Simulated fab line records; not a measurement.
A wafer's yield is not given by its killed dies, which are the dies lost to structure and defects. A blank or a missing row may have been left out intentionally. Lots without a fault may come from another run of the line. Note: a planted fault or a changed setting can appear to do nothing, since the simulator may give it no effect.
Which tool did it?	flow gf180mcu	Sampling: 11 lots, 33 wafers, 2 of 602 route steps

WHAT THE GAUGES READ, wafer by wafer
GF_V4_RS_MEAS_24: measures by four-point-probe. Usual: V4_W_RS 0.327 ohm/sq, standard deviation 0.0039.
lot	measured	on	V4_W_RS (ohm/sq)	flag
L323	day 24 19:11	film_metro-03	0.328 0.331 0.330	
L324	day 25 09:23	film_metro-03	0.317 0.321 0.321	
L326	day 26 03:05	film_metro-03	0.331 0.325 0.333	
L327	day 26 12:03	film_metro-01	0.325 0.326 0.317	
L328	day 26 20:03	film_metro-04	0.325 0.329 0.327	
L330	day 27 03:53	film_metro-03	0.322 0.324 0.328	
L331	day 27 15:57	film_metro-04	0.326 0.322 0.323	
L332	day 27 21:58	film_metro-04	0.328 0.322 0.330	
L335	day 28 20:02	film_metro-03	0.333 0.325 0.330	
L341	day 30 08:32	film_metro-01	0.330 0.327 0.323	
L342	day 30 19:22	film_metro-04	0.327 0.326 0.329	

EACH LOT AND THE TOOL THAT RAN IT (in order: tool; ch and the chambers of the sampled wafers; start)
lot	GF_V4_SPUTTER_21
L323	pvd_sputter-01, day 24 18:58
L324	pvd_sputter-02, day 25 09:10
L326	pvd_sputter-04, day 26 02:48
L327	pvd_sputter-04, day 26 11:49
L328	pvd_sputter-04, day 26 19:47
L330	pvd_sputter-01, day 27 03:40
L331	pvd_sputter-04, day 27 15:42
L332	pvd_sputter-02, day 27 21:43
L335	pvd_sputter-02, day 28 19:49
L341	pvd_sputter-04, day 30 08:19
L342	pvd_sputter-04, day 30 19:05
- GF_V4_SPUTTER_21: material Ti, target thk 15 nm, time 80.02 s.

AS READ BY THE TOOLS THEMSELVES (means over the sampled wafers that have a number; for cases with no such wafer, the mark the record gives instead)
GF_V4_SPUTTER_21. Usual: throttle_valve_pct 30.4 %, standard deviation 0.84.
lot	tool	throttle_valve_pct (%)	flag
L323	pvd_sputter-01	31.1	
L324	pvd_sputter-02	30.6	
L326	pvd_sputter-04	30.3	
L327	pvd_sputter-04	28.9	
L328	pvd_sputter-04	30.5	
L330	pvd_sputter-01	30.8	
L331	pvd_sputter-04	29.8	
L332	pvd_sputter-02	30.6	
L335	pvd_sputter-02	31.0	
L341	pvd_sputter-04	30.1	
L342	pvd_sputter-04	29.2	

THE ANSWER, worked out from the rows above alone
Rule: take the mean of a lot's wafers that have a number; if it is more than 3 standard deviations from the usual mean, the lot is off. Also off: a lot with no number at a reading for which 4 or more lots have one. All remaining lots with rows at the step are treated as sound. First the gauges in route order, then the tools' own readings, where a lot's mean is used as printed above. At the first step where some lot is off, the reading lying furthest off is the one used; lots without a number count as furthest.
No lot is off on any of the readings shown, so nothing can be concluded from this.

WHAT THE SIMULATOR HAD INSERTED
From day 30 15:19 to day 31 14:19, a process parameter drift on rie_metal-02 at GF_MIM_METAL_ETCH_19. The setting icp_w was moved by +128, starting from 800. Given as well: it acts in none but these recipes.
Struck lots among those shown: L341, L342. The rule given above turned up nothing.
